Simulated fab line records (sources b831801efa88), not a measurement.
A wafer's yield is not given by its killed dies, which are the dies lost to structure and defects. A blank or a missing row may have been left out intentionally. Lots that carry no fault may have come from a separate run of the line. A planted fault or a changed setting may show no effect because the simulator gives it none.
Chamber matching || flow gf180mcu || GF_M5_ETCH_09 on rieDiel-01: 4 sister chambers
The step etches Si3N4 in CF4/O2, target depth 52 nm, time 11.6 s. 4 wafers are shown with their chamber, then 7 later ones without.

WAFERS PAIRED WITH THEIR CHAMBERS
{"wafer": "L082.2", "chamber": 0, "oesProductAu (a.u.)": 0.979}
{"wafer": "L082.5", "chamber": 1, "oesProductAu (a.u.)": 1.005}
{"wafer": "L085.2", "chamber": 2, "oesProductAu (a.u.)": 0.999}
{"wafer": "L085.3", "chamber": 3, "oesProductAu (a.u.)": 1.009}

WAFERS MISSING THEIR CHAMBER
{"wafer": "L085.5", "oesProductAu (a.u.)": 1.001}
{"wafer": "L086.2", "oesProductAu (a.u.)": 0.999}
{"wafer": "L086.3", "oesProductAu (a.u.)": 0.988}
{"wafer": "L086.5", "oesProductAu (a.u.)": 0.989}
{"wafer": "L088.2", "oesProductAu (a.u.)": 0.997}
{"wafer": "L088.4", "oesProductAu (a.u.)": 0.994}
{"wafer": "L088.5", "oesProductAu (a.u.)": 0.988}

THE CHAMBER EACH PASSED THROUGH
{"wafer": "L085.5", "from the rows above": "can't be placed: 2 or 1 or 3", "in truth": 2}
{"wafer": "L086.2", "from the rows above": "can't be placed: 2 or 1 or 3", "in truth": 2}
{"wafer": "L086.3", "from the rows above": "can't be placed: 0 or 2 or 1 or 3", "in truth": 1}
{"wafer": "L086.5", "from the rows above": "can't be placed: 0 or 2 or 1 or 3", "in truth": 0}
{"wafer": "L088.2", "from the rows above": "can't be placed: 2 or 1 or 3", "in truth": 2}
{"wafer": "L088.4", "from the rows above": "can't be placed: 2 or 1 or 3 or 0", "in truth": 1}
{"wafer": "L088.5", "from the rows above": "can't be placed: 0 or 2 or 1 or 3", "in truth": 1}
Placed correctly: 0 of 7. Can't be placed from these rows: 7 (the true chamber is among the candidates in 7). Wrongly placed: 0.
How it was worked out, from the rows above alone: a wafer's distance from a chamber is the root of the sum, over the readings, of the square of ((its reading less the chamber's mean) divided by the reading's scatter). If the next closest chamber is less than 2 further off than the closest, the wafer can't be placed; otherwise it belongs to the closest. For every chamber, the mean is computed from those of its wafers that are shown. The scatter (one wafer shown for each chamber): square how far every hidden wafer sits from the nearest shown wafer, average those squares and take the square root.
